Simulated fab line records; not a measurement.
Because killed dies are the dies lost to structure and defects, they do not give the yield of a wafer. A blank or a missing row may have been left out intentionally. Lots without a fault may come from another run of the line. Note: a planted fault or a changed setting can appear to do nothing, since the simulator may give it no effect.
Chamber matching ; flow gf180mcu ; cmp-01 running GF_V2_CMP_26: 4 sister chambers
The step polishes, stops on SiO2, t overpolish 15 s, target thk 0 nm. 8 wafers are shown with their chamber, then 7 later ones without.

== WAFERS, EACH WITH ITS CHAMBER ==
wafer;chamber;motorCurrentA (A);overpolishRunS (s)
L271.1;0;12.7;15.015
L272.6;2;8.9;14.996
L276.6;0;12.2;15.010
L278.1;1;12.5;14.993
L278.4;2;9.1;14.984
L278.6;3;9.5;15.006
L279.4;3;9.2;15.001
L279.5;1;12.3;14.993

== WAFERS WITH NO CHAMBER GIVEN ==
wafer;motorCurrentA (A);overpolishRunS (s)
L279.6;8.9;15.002
L292.1;12.4;15.013
L292.3;12.4;15.015
L292.6;12.9;15.003
L293.1;8.9;14.991
L293.2;12.5;14.985
L293.3;9.3;14.996

== THE CHAMBER EACH PASSED THROUGH ==
wafer;from the rows above;in truth
L279.6;can't be placed: 3 or 2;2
L292.1;0;0
L292.3;0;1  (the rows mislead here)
L292.6;can't be placed: 0 or 1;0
L293.1;2;2
L293.2;1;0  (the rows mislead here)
L293.3;can't be placed: 3 or 2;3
Correct placement for 2 of the 7. From these rows, 3 cannot be placed; in 3 the true chamber is one of the candidates. 2 placed wrongly.
How it was worked out, from the rows above alone: a wafer's distance from a chamber is the root of the sum, over the readings, of the square of ((its reading less the chamber's mean) divided by the reading's scatter). The wafer belongs to the nearest chamber; if the next one is less than 2 further off, it can't be placed. Each chamber's mean is taken over the wafers shown for it. The scatter: take each reading less its chamber's mean, square it, sum over the shown wafers, divide by the number of wafers less the number of chambers, and take the root.
